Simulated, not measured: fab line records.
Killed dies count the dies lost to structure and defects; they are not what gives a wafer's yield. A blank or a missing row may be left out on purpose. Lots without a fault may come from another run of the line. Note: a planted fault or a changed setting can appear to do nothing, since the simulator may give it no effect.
Chamber matching | flow gf180mcu | GF_MIM_CVD_05 on pecvd-01 has 3 sister chambers
The step deposits Si3N4, target thk 42 nm, time 29.086 s. 16 wafers are shown with their chamber, then 8 later ones without.

## WAFERS PAIRED WITH THEIR CHAMBERS
wafer  | chamber | heater-power-w (W)
L325.2 | 2       | 677
L325.5 | 1       | 447
L325.6 | 2       | 687
L335.3 | 0       | 717
L335.5 | 2       | 613
L335.6 | 0       | 694
L339.2 | 1       | 415
L339.3 | 2       | 690
L339.6 | 0       | 655
L344.1 | 0       | 640
L344.3 | 2       | 686
L344.4 | 0       | 635
L345.2 | 1       | 477
L345.3 | 0       | 706
L345.6 | 0       | 697
L346.2 | 2       | 622

SIGNATURES, as means of the wafers listed above
reading        | chamber 0 | chamber 1 | chamber 2 | scatter within a chamber
heater-power-w | 677.71    | 446.33    | 662.50    | 33.8
Rule: distance of a wafer from a chamber = root of the sum over the readings of ((wafer's reading minus chamber's mean) / reading's scatter) squared. The wafer belongs to the nearest chamber; if the next one is less than 2 further off, it can't be placed. The scatter: the root of (the sum of the squares of (reading less its chamber's mean) over the shown wafers, divided by (wafers less chambers)).

## WAFERS WHOSE CHAMBER IS MISSING
wafer  | heater-power-w (W)
L346.4 | 609
L346.5 | 395
L347.1 | 599
L347.4 | 391
L347.5 | 598
L348.3 | 421
L348.4 | 611
L348.6 | 630

## THE CHAMBER EACH PASSED THROUGH
wafer  | from the rows above     | in truth
L346.4 | can't be placed: 2 or 0 | 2
L346.5 | 1                       | 1
L347.1 | can't be placed: 2 or 0 | 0
L347.4 | 1                       | 1
L347.5 | can't be placed: 2 or 0 | 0
L348.3 | 1                       | 1
L348.4 | can't be placed: 2 or 0 | 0
L348.6 | can't be placed: 2 or 0 | 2
Correctly placed: 3 of 8. Unplaceable from these rows: 5, with the true chamber sitting among the candidates in 5. Number placed wrongly: 0.
